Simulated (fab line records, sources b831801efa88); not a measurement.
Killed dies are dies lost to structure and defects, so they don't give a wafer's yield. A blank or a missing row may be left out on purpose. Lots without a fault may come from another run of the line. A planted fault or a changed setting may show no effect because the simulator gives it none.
Problem report in the 8D (eight disciplines) form, filled by code | flow gf180mcu | the parts of the form that need people (team, actions taken, sign-off) are left out

1. THE PROBLEM
n2_flow_sccm at GF_HV_LDD_STRIP_49 reads a mean of 359.7 sccm on 6 wafers of 2 lots; wafers without a fault read 300.1 sccm with a standard deviation of 0.82. That is +73 standard deviations from the usual mean.
The step: strips in O2/N2.
First seen on wafer L247.2, day 16 18:15, on plasma_asher-02. The record holds 36 wafers of 12 lots with a number at this step. Rule for "out", or "out of limits": more than 4 standard deviations from the usual mean. The other wafers with a number count as sound.

2. WHAT IT IS AND WHAT IT IS NOT
question                    | is                     | is not
which readings at this step | n2_flow_sccm           | drypump_motor_current_A, heater_power_w, oes_product_au, strip_time_to_endpoint_s
which lots                  | L247, L248             | L234, L236, L238, L241, L246, L250, L251, L254, L255, L257
which wafers of those lots  | all that have a number | -
read on which tools         | plasma_asher-02        | plasma_asher-03, plasma_asher-04
when                        | from day 16 18:15      | up to then (15 sound wafers); but 15 sound wafers of L250, L251, L254, L255, L257 came after

3. SUSPECTS, AND WHAT RULES EACH OUT
Counting: a tool at a process step up to the reading stays a suspect if it ran every lot that is out and no sound lot after the first of them.
- plasma_asher-02 at GF_HV_LDD_STRIP_49 (strips in O2/N2): ruled out as a lasting fault. Sound lots L257 ran on it after its first lot that is out, L247 (day 16 18:15).
Left after counting: nothing in the record.

4. THE CAUSE (what the simulator had put in)
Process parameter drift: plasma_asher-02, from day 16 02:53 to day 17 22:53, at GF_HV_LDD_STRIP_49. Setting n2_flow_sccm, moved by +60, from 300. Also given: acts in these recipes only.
Counting ruled it out, wrongly.

5. THE CHAIN OF EFFECTS, in route order
Each row: a reading whose mean over the struck wafers that have a number lies more than 3 standard deviations from the usual. Only readings for which the record gives a usual standard deviation are gone through. hours: the time from each lot's start at the first step in this table that gives one to its start at this step, as a median over the lots. sigmas: the change in usual standard deviations.
hours | step               | reading      | usual      | on struck wafers | change | sigmas
0     | GF_HV_LDD_STRIP_49 | n2_flow_sccm | 300.1 sccm | 359.7            | +59.6  | +73
The process steps in it:
- GF_HV_LDD_STRIP_49: strips in O2/N2.

6. WHAT WOULD HAVE CAUGHT IT SOONER
In this record the first reading out of limits was taken at day 16 18:15, 15 hours after the fault began at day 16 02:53.
